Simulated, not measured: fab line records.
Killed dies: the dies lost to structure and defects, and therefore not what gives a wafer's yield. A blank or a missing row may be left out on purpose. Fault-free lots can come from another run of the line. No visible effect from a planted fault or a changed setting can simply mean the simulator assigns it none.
A struck lot beside a sound one ; flow sky130 ; 16 out of 708 route steps
Sound: these wafers, L590.1, L590.4, L590.6. Struck: wafers L599.2, L599.4. (L599.1 of the same lot was not struck and is left out.) The cause comes at the end.
Order at every step that has rows: each side's tool, ch and its chambers, its first start. Under that, the readings that differ: sound wafers ; struck wafers ; difference of the means ; sigmas: that difference in standard deviations of wafers without a fault.
alike: readings with means less than 2 such deviations apart, plus words and numbers identical on both sides. not compared: withheld readings, readings lacking a value on some wafer, bounds such as >300 that could conceal the same value, and numbers that have no deviation in the record and whose values overlap.
A row with sigmas, a row that says differs or no value, or rows on one side alone: a step with any of these is where the two part. Numbers that don't overlap but have no deviation are shown without sigmas and don't part them. Lack of a reading on every wafer of one side parts them only where that side has two or more wafers.

first, 8 steps without rows for these wafers: SKY_METAL1_DEHYDRATE_07 (time 60 s); SKY_METAL1_HMDS_08 (prime time 60 s); SKY_METAL1_COAT_09 (resist thk 60 nm); SKY_METAL1_COAT_10 (resist thk 450 nm); SKY_METAL1_SOFTBAKE_11 (time 90 s); SKY_METAL1_EXPOSE_12 (exposes mask MM1, target cd 140 nm); SKY_METAL1_PEB_13; SKY_METAL1_DEVELOP_14 (develop time 60 s).
SKY_METAL1_CD_MEAS_15 targets a cd of 140 nm.
  sound on cd-sem-01, day 34 17:09; struck on cd-sem-01, day 37 11:54
  alike: cd-nm
SKY_METAL1_OVL_MEAS_16:
  sound on overlay-01, day 34 17:16; struck on overlay-01, day 37 12:01
  alike: METAL1_OVL
SKY_METAL1_DESCUM_17: chemistry O2, time 8 s.
  sound on rie-metal-03 ch 0,1, day 34 17:19; struck on rie-metal-03 ch 0, day 37 12:03
  alike: drypump-motor-current-A, oes-product-au
  not compared: rf-hours-counter-h
SKY_METAL1_ETCH_18: etches BARC in N2/H2, stops on SiO2, time 45.9 s, target depth 60 nm.
  sound on rie-metal-03 ch 0,1, day 34 17:20; struck on rie-metal-03 ch 0, day 37 12:05
  alike: bias-w, drypump-motor-current-A, oes-product-au, throttle-valve-pct
  not compared: rf-hours-counter-h
SKY_METAL1_METAL_ETCH_19: etches the open film in Cl2/BCl3, stops on SiO2, target depth 360 nm, time 78 s.
  sound on rie-metal-03 ch 0,1, day 34 17:24; struck on rie-metal-03 ch 0, day 37 12:09
reading;sound;struck;difference;sigmas
bias-w (W);48.34 48.60 48.34;54.60 54.55;+6.15;+41
model.KrF-thick_of_METAL1_COAT_10.thk-nm (nm);155.5 152.9 155;141.1 142.3;-12.8;
  alike: drypump-motor-current-A, oes-product-au, throttle-valve-pct
  not compared: rf-hours-counter-h
SKY_METAL1_STRIP_20: strips in O2/N2.
  sound on plasma-asher-03 ch 0,1, day 34 17:29; struck on plasma-asher-01 ch 0,1, day 37 12:14
reading;sound;struck;difference;sigmas
strip-time-to-endpoint-s (s);2.66 2.62 2.66;2.50 2.51;-0.14;-4
  alike: drypump-motor-current-A, oes-product-au
  not compared: rf-hours-counter-h
then, 1 step without rows for these wafers: SKY_METAL1_STRIP_21 (strips in post etch residue remover, time 1200 s).
-- the record jumps here: 12 days lie between the struck wafers' starts before and after (it left off in module METAL1 and takes up again in module PAD_OPEN, whose first step shown is number 708 of the route) --
SKY_PAD_OPEN_PROBE_99:
  only the struck wafers here have rows in the record (prober-01, day 49 06:43); the sound ones have none

## WHERE THEY PART
Last at SKY_PAD_OPEN_PROBE_99 as far as this record goes, first at SKY_METAL1_METAL_ETCH_19.

WHY: the cause the simulator had injected
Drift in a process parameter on rie-metal-03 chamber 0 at SKY_METAL1_METAL_ETCH_19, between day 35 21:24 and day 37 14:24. Setting bias-w shifted by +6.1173 from 48.5. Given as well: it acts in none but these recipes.
